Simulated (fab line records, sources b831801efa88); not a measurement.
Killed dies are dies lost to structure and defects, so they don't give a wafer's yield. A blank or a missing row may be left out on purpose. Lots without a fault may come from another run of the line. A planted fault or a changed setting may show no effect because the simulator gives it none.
fab line records | flow sky130
record lots=14 wafers=42 last_day=50
route steps=708 shown FIELD_ISO@3 NWELL@63 PAD_OPEN@708
lots that met no fault: from a run of the same line without faults
start_h: hours from the record's first day to the start of the lot's first wafer shown | wait_h: hours since the lot's step before | " the same as in the row above | L1.1+2: a row that stands for several wafers | - no value, or no start given | * or withheld: withheld | < > ~ a bound
route shown NAME@n: a module of which the file shows steps, and the number in the route of the first | usual: mean/standard deviation of fault-free wafers | same: alike in all rows | chamber/n: place in a boat | sites: the reading at each site | _std_site: their standard deviation | _edge_site: outer sites' mean less inner sites' | radius_mm: how far each site lies from the wafer's centre | mask NAME#n: copy n | behind: the tool/chamber that last shaped the wafer | hold: why the lot was held/for how many hours/how that ended | device: the transistor (n, p or np) that didn't switch | end of line: the same wafers' tests at the end of the route | a step without rows: its recipe alone | killed: dies lost to structure and defects at the first sort, not the wafer's yield | map: a wafer's dies, x killed, . not, _ none there
set.NAME: the setting as run; set.NAME@STEP: as run at that earlier step | model.NAME: the simulator's own value behind a step, which no gauge read
steps of the route over a sample of lots; a table a step, a row a wafer
services: from which hour (start_h, from the record's first day; less than 0 if before it) a tool's chamber was out of use, for how many hours, and why
## steps
# step SKY_FIELD_ISO_THK_MEAS_02
# recipe reads=SiO2_of_FIELD_ISO_OXIDATION_01
# usual FIELD_ISO_OXIDATION_00_THK=12.10/0.25
# columns lot.wafer tool chamber start_h wait_h FIELD_ISO_OXIDATION_00_THK[nm]
L752.2 film_metro-03 - 12.74 0.0 11.91
L752.3 " - " " 11.88
L752.4 " - " " 11.99
L754.1 film_metro-01 - 22.35 0.0 11.80
L754.4 " - " " 11.85
L754.5 " - " " 11.82
L755.1 film_metro-04 - 29.52 0.0 12.28
L755.4 " - " " 12.21
L755.6 " - " " 12.08
L756.1 film_metro-03 - 32.53 0.0 12.47
L756.3 " - " " 12.50
L756.6 " - " " 12.73
L757.1 film_metro-03 - 38.27 0.0 12.10
L757.2 " - " " 11.80
L757.6 " - " " 11.99
L759.2 film_metro-01 - 47.55 0.0 12.37
L759.5 " - " " 12.61
L759.6 " - " " 12.50
L760.1 film_metro-03 - 51.63 0.0 12.29
L760.2 " - " " 12.12
L760.3 " - " " 12.49
L761.1 film_metro-03 - 57.21 0.0 11.80
L761.2 " - " " 11.79
L761.5 " - " " 11.65
L765.2 film_metro-01 - 77.29 0.0 12.31
L765.4 " - " " 12.34
L765.6 " - " " 12.30
L769.3 film_metro-04 - 98.56 0.0 12.41
L769.4 " - " " 12.43
L769.5 " - " " 12.16
L771.3 film_metro-01 - 108.18 0.0 11.85
L771.4 " - " " 11.67
L771.5 " - " " 11.84
L772.3 film_metro-01 - 113.72 0.0 12.26
L772.4 " - " " 12.07
L772.6 " - " " 12.26
L773.1 film_metro-01 - 116.74 0.0 11.93
L773.5 " - " " 12.05
L773.6 " - " " 12.01
L774.2 film_metro-01 - 122.37 0.0 12.24
L774.3 " - " " 12.23
L774.5 " - " " 12.26
# step SKY_FIELD_ISO_THK_MEAS_25
# recipe reads=SiO2_of_FIELD_ISO_CVD_24
# usual FIELD_ISO_CVD_24_THK=598/4.9
# columns lot.wafer tool chamber start_h wait_h FIELD_ISO_CVD_24_THK[nm]
L752.2 film_metro-04 - 32.85 0.0 604
L752.3 " - " " 595
L752.4 " - " " 593
L754.1 film_metro-04 - 41.32 0.0 599
L754.4 " - " " 599
L754.5 " - " " 606
L755.1 film_metro-01 - 49.80 0.0 600
L755.4 " - " " 598
L755.6 " - " " 604
L756.1 film_metro-01 - 52.94 0.0 590
L756.3 " - " " 592
L756.6 " - " " 587
L757.1 film_metro-04 - 58.21 0.0 592
L757.2 " - " " 607
L757.6 " - " " 604
L759.2 film_metro-03 - 68.69 0.0 599
L759.5 " - " " 600
L759.6 " - " " 595
L760.1 film_metro-01 - 73.14 0.0 594
L760.2 " - " " 595
L760.3 " - " " 598
L761.1 film_metro-04 - 77.11 0.0 590
L761.2 " - " " 594
L761.5 " - " " 594
L765.2 film_metro-04 - 100.55 0.0 598
L765.4 " - " " 598
L765.6 " - " " 599
L769.3 film_metro-03 - 121.95 0.1 592
L769.4 " - " " 596
L769.5 " - " " 590
L771.3 film_metro-03 - 130.72 0.1 608
L771.4 " - " " 605
L771.5 " - " " 596
L772.3 film_metro-04 - 137.28 0.1 600
L772.4 " - " " 595
L772.6 " - " " 602
L773.1 film_metro-04 - 140.85 0.0 599
L773.5 " - " " 597
L773.6 " - " " 597
L774.2 film_metro-01 - 148.55 0.0 602
L774.3 " - " " 599
L774.5 " - " " 599
# step SKY_NWELL_OVL_MEAS_10
# usual NWELL_00_OVL=-0.2/1.4
# columns lot.wafer tool chamber start_h wait_h NWELL_00_OVL[nm]
L752.2 overlay-02 - 87.50 - 3.2
L752.3 " - " " 0.1
L752.4 " - " " 1.2
L754.1 overlay-01 - 97.07 - 0.2
L754.4 " - " " 1.9
L754.5 " - " " -1.4
L755.1 overlay-02 - 106.49 - 0.4
L755.4 " - " " -0.8
L755.6 " - " " 0.9
L756.1 overlay-01 - 110.99 - 0.6
L756.3 " - " " -0.5
L756.6 " - " " 0.0
L757.1 overlay-02 - 116.24 - -1.5
L757.2 " - " " -0.4
L757.6 " - " " -1.0
L759.2 overlay-01 - 129.97 - 1.5
L759.5 " - " " 0.5
L759.6 " - " " 0.2
L760.1 overlay-01 - 132.40 - -1.5
L760.2 " - " " -1.6
L760.3 " - " " -1.4
L761.1 overlay-02 - 137.04 - -0.5
L761.2 " - " " -1.4
L761.5 " - " " -3.2
L765.2 overlay-02 - 164.50 - -2.8
L765.4 " - " " -1.3
L765.6 " - " " -3.4
L769.3 overlay-01 - 186.39 - -0.6
L769.4 " - " " 0.1
L769.5 " - " " -0.8
L771.3 overlay-01 - 198.20 - 1.2
L771.4 " - " " 0.5
L771.5 " - " " 0.2
L772.3 overlay-01 - 203.60 - -0.8
L772.4 " - " " 0.2
L772.6 " - " " 0.8
L773.1 overlay-02 - 208.89 - -1.9
L773.5 " - " " -2.7
L773.6 " - " " -1.3
L774.2 overlay-02 - 216.77 - -0.2
L774.3 " - " " -0.5
L774.5 " - " " 2.2
# step SKY_NWELL_IMPLANT_12
# recipe species=P energy_kev=120 dose_cm2=1.3e+12 tilt_deg=withheld
# usual beam_on_s=9.99/0.19 faraday_current_uA=7.34/0.13
# columns lot.wafer tool chamber start_h wait_h beam_on_s faraday_current_uA
L752.2 implanter-04 0 87.70 0.1 9.80 7.47
L752.3 " 0 " " 10.22 7.20
L752.4 " 0 " " 9.65 7.58
L754.1 implanter-01 0 97.25 0.1 10.03 7.33
L754.4 " 0 " " 9.96 7.34
L754.5 " 0 " " 10.01 7.33
L755.1 implanter-01 0 106.67 0.1 9.87 7.41
L755.4 " 0 " " 9.93 7.38
L755.6 " 0 " " 10.13 7.24
L756.1 implanter-01 0 111.18 0.1 9.95 7.35
L756.3 " 0 " " 9.83 7.46
L756.6 " 0 " " 10.05 7.33
L757.1 implanter-01 0 116.42 0.1 10.02 7.29
L757.2 " 0 " " 9.90 7.43
L757.6 " 0 " " 10.19 7.21
L759.2 implanter-04 0 130.18 0.1 10.19 7.21
L759.5 " 0 " " 9.77 7.49
L759.6 " 0 " " 9.81 7.48
L760.1 implanter-04 0 132.58 0.1 9.83 7.48
L760.2 " 0 " " 10.08 7.30
L760.3 " 0 " " 9.87 7.42
L761.1 implanter-01 0 137.22 0.1 9.90 7.42
L761.2 " 0 " " 10.04 7.30
L761.5 " 0 " " 10.32 7.13
L765.2 implanter-01 0 164.70 0.1 11.58 6.34
L765.4 " 0 " " 11.36 6.44
L765.6 " 0 " " 11.49 6.38
L769.3 implanter-01 0 186.61 0.1 11.55 6.36
L769.4 " 0 " " 11.49 6.37
L769.5 " 0 " " 11.44 6.40
L771.3 implanter-03 0 198.43 0.1 10.02 7.31
L771.4 " 0 " " 10.11 7.24
L771.5 " 0 " " 9.85 7.47
L772.3 implanter-04 0 203.83 0.1 9.87 7.42
L772.4 " 0 " " 9.85 7.48
L772.6 " 0 " " 9.98 7.34
L773.1 implanter-03 0 209.07 0.1 9.81 7.49
L773.5 " 0 " " 9.80 7.48
L773.6 " 0 " " 10.09 7.27
L774.2 implanter-03 0 216.98 0.1 10.09 7.25
L774.3 " 0 " " 10.23 7.17
L774.5 " 0 " " 9.79 7.45
# step SKY_PAD_OPEN_PROBE_99
# usual killed_at_M0_to_M3=44/8.6 killed_at_M4_up=3.4/1.9 killed_at_contacts=23/5.7 killed_at_front_end=15/4.5 killed_at_other=0.4/0.62 killed_dies=86/11 killed_open=46/7.6 killed_short=39/6.3
# same gross_dies=492 killed_at_back_side=0
# columns lot.wafer tool chamber start_h wait_h killed_at_M0_to_M3 killed_at_M4_up killed_at_contacts killed_at_front_end killed_at_other killed_dies killed_open killed_short
L765.2 prober-02 - 1174.34 0.1 54 0 27 19 1 101 59 42
L765.4 prober-02 - 1174.44 0.2 37 5 24 10 1 77 40 37
L765.6 prober-02 - 1174.54 0.2 36 5 26 12 0 79 49 30
L773.1 prober-01 - 1194.92 0.1 36 0 33 8 1 78 35 43
L773.5 prober-01 - 1195.12 0.2 37 2 18 9 0 66 28 38
L773.6 prober-01 - 1195.17 0.2 35 1 23 14 0 73 39 34
# killed by level:class
L765.2 VIA3:geometric_particle:open=13 CONTACT:geometric_particle:open=8 VIA2:geometric_particle:open=8 LI_CONTACT:geometric_particle:open=8 METAL1:geometric_particle:short=8 POLY_GATE:geometric_particle:short=6 VIA1:geometric_particle:open=6 POLY_GATE:geometric_particle:open=5
L765.4 CONTACT:geometric_particle:open=11 VIA1:geometric_particle:open=10 METAL1:geometric_particle:short=6 LI_CONTACT:geometric_particle:open=5 CONTACT:geometric_particle:short=5 POLY_GATE:geometric_particle:short=4 METAL3:geometric_particle:short=4 METAL4:geometric_particle:short=4
L765.6 CONTACT:geometric_particle:open=9 VIA1:geometric_particle:open=7 VIA3:geometric_particle:open=7 LI_CONTACT:geometric_particle:open=6 LOCAL_INTERCONNECT:geometric_particle:short=5 POLY_GATE:geometric_particle:open=4 VIA1:geometric_particle:short=4 POLY_GATE:geometric_particle:short=3
L773.1 LI_CONTACT:geometric_particle:open=9 CONTACT:geometric_particle:open=9 METAL1:geometric_particle:short=7 LOCAL_INTERCONNECT:geometric_particle:short=6 LI_CONTACT:geometric_particle:short=6 METAL2:geometric_particle:short=6 VIA3:geometric_particle:short=4 VIA1:geometric_particle:open=3
L773.5 VIA2:geometric_particle:open=8 FIELD_ISO:geometric_particle:short=6 VIA1:geometric_particle:open=6 LI_CONTACT:geometric_particle:open=5 CONTACT:geometric_particle:short=5 LOCAL_INTERCONNECT:geometric_particle:short=4 METAL1:geometric_particle:short=4 VIA1:geometric_particle:short=4
L773.6 CONTACT:geometric_particle:open=11 VIA2:geometric_particle:open=7 LI_CONTACT:geometric_particle:open=6 VIA1:geometric_particle:open=6 METAL1:geometric_particle:short=5 METAL3:geometric_particle:short=4 LOCAL_INTERCONNECT:geometric_particle:short=4 VIA3:geometric_particle:open=4
## services
# columns tool chamber start_h hours kind
implanter-04 - 71.53 6.1 repair
implanter-03 - 77.77 5.6 pm
implanter-01 - 81.94 2.0 repair
implanter-04 - 124.91 3.0 repair
implanter-04 - 139.68 1.7 repair
implanter-03 - 150.08 0.6 repair
implanter-01 - 159.29 1.2 repair
implanter-01 - 209.83 3.8 pm
## key
first_sign step=SKY_NWELL_IMPLANT_12 reading=beam_on_s direction=up sigmas=7.9 usual=9.99 struck=11.48
effect step=SKY_NWELL_IMPLANT_12 reading=faraday_current_uA direction=down sigmas=7.1 usual=7.34 struck=6.38
met_at SKY_NWELL_IMPLANT_12
struck_lots L765,L769
tester_left_out L765,L769
not_acting_at SKY_FIELD_ISO_THK_MEAS_02,SKY_FIELD_ISO_THK_MEAS_25,SKY_NWELL_OVL_MEAS_10
onset_between 137.22 164.70
fault kind=process_parameter_drift tool=implanter-01 chamber=- onset_h=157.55 steps=SKY_NWELL_IMPLANT_12 channel=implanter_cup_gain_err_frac offset=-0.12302 shape=step end_h=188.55
# tester_left_out: of these lots the tester's yield and bins aren't shown, on N5 and GAA mostly nor the transistor test; their killed dies are dies lost to structure and defects alone, not to doping, threshold or leakage, so they don't give the yield
